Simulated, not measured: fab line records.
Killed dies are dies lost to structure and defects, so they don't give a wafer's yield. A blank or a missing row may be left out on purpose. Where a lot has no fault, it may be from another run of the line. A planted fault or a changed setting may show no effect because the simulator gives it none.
Which tool did it? ; flow gf180mcu ; 6 lots, 18 wafers sampled, at 2 steps of a route of 602

== WHAT THE GAUGES READ, wafer by wafer ==
GF_M3_RS_MEAS_05: measures by four-point-probe.
lot;measured;on;M3_ALCU_RS (ohm/sq)
L580;day 21 03:19;film-metro-02;0.0711 0.0708 0.0708
L584;day 22 15:54;film-metro-01;0.0699 0.0717 0.0718
L586;day 23 11:34;film-metro-01;0.0689 0.0691 0.0690
L589;day 24 18:33;film-metro-02;0.0697 0.0701 0.0707
L599;day 27 16:18;film-metro-02;0.0691 0.0695 0.0689
L601;day 27 23:08;film-metro-02;0.0687 0.0690 0.0693

== WHAT TOOL EACH LOT RAN ON (gives the tool, then ch and the chambers of the sampled wafers, and finally the start) ==
lot;GF_M3_SPUTTER_02
L580;pvd-sputter-02, day 21 03:13
L584;pvd-sputter-02, day 22 15:47
L586;pvd-sputter-04, day 23 11:27
L589;pvd-sputter-04, day 24 18:28
L599;pvd-sputter-02, day 27 16:11
L601;pvd-sputter-01, day 27 23:02
- GF_M3_SPUTTER_02: material AlCu, target thk 450 nm, time 23.9 s.

== THE ANSWER, worked out from the rows above alone ==
Rule: what is usual is taken from the lots themselves. Put in order of their means at a reading, lots are off if they are a third of the lots or fewer, leave a main group of 4 or more, and stand apart from it by a gap of 3 or more times the standard deviation of the main group's means; of several such gaps the widest counts. A main group is skipped when, at the precision printed for the reading in the tables above, its means are all equal. A lot without any number at a reading at which 4 lots or more have one is off too. Any other lot the step has rows for is counted as sound.
No lot is off at any reading shown: from this, nothing can be told.

== WHAT WAS PUT IN BY THE SIMULATOR ==
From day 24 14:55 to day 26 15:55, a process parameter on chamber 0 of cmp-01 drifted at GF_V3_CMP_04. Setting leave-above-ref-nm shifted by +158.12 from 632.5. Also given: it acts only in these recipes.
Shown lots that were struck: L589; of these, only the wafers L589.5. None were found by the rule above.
